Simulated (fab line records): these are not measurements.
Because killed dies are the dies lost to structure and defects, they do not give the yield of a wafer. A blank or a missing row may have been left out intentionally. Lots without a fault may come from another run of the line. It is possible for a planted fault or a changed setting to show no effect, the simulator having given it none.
Code-filled problem report in 8D (eight disciplines) form ; flow gf180mcu ; the parts of the form that need people (team, actions taken, sign-off) are left out

1. WHAT IS WRONG
Mean of beam-energy-keV at GF_HV_LDD_IMPLANT_48: 26.740 across 6 wafers in 2 lots; on wafers with no fault it is 25.002 (standard deviation 0.0083). That is +99 or more standard deviations from the usual mean.
First seen on wafer L954.2, day 19 00:55, on implanter-04. Wafers with a number at this step in the record: 18, from 6 lots. Rule for "out" (also "out of limits"): further than 4 standard deviations from the usual mean. The other wafers with a number count as sound.

2. WHAT IT IS, AND WHAT IT ISN'T
question;is;is not
which readings at this step;beam-energy-keV;-
which lots;L954, L955;L940, L953, L956, L958
which wafers of those lots;all that have a number;-
read on which tools;implanter-04;implanter-02, implanter-03
when;from day 19 00:55;"up to then (6 sound wafers); but 6 sound wafers of L956, L958 came after"

3. THE SUSPECTS, EACH WITH WHAT RULES IT OUT
Counting: a tool at a process step up to the reading stays a suspect if it ran every lot that is out and no sound lot after the first of them.
- plasma-asher-04 at GF_HV_LDD_STRIP_37 (strips in O2/N2): ruled out as a lasting fault. Following L954 (day 18 01:01), the first lot on it that is out, the sound lots L956 were run on it.
- implanter-04 at GF_HV_LDD_IMPLANT_48: kept. It ran every lot that is out, first L954 (day 19 00:55), and no sound lot after that; its last sound lot up to then is L953 (day 18 08:17). On those wafers its own readings are out: beam-energy-keV.
Left after counting: implanter-04 at GF_HV_LDD_IMPLANT_48.

4. THE CAUSE (what the simulator had put in)
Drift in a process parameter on implanter-04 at GF_HV_LDD_IMPLANT_48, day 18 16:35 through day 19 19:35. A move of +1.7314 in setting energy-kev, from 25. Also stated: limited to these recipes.
The count eliminated every tool but this one.

5. THE CHAIN OF EFFECTS, in route order
Each row: a reading where the mean over the struck wafers with a number is more than 3 standard deviations away from the usual. Only readings for which the record gives a usual standard deviation are gone through. hours: the time from each lot's start at the first step in this table that gives one to its start at this step, as a median over the lots. sigmas: the change in usual standard deviations.
hours;step;reading;usual;on struck wafers;change;sigmas
0;GF_HV_LDD_IMPLANT_48;beam-energy-keV;25.002;26.740;+1.738;+99 or more
Here are the process steps it includes:
- GF_HV_LDD_IMPLANT_48

6. HOW IT WOULD HAVE BEEN CAUGHT EARLIER
In this record no reading fell out of limits until day 19 00:55, 8 hours after the fault had begun at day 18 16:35.
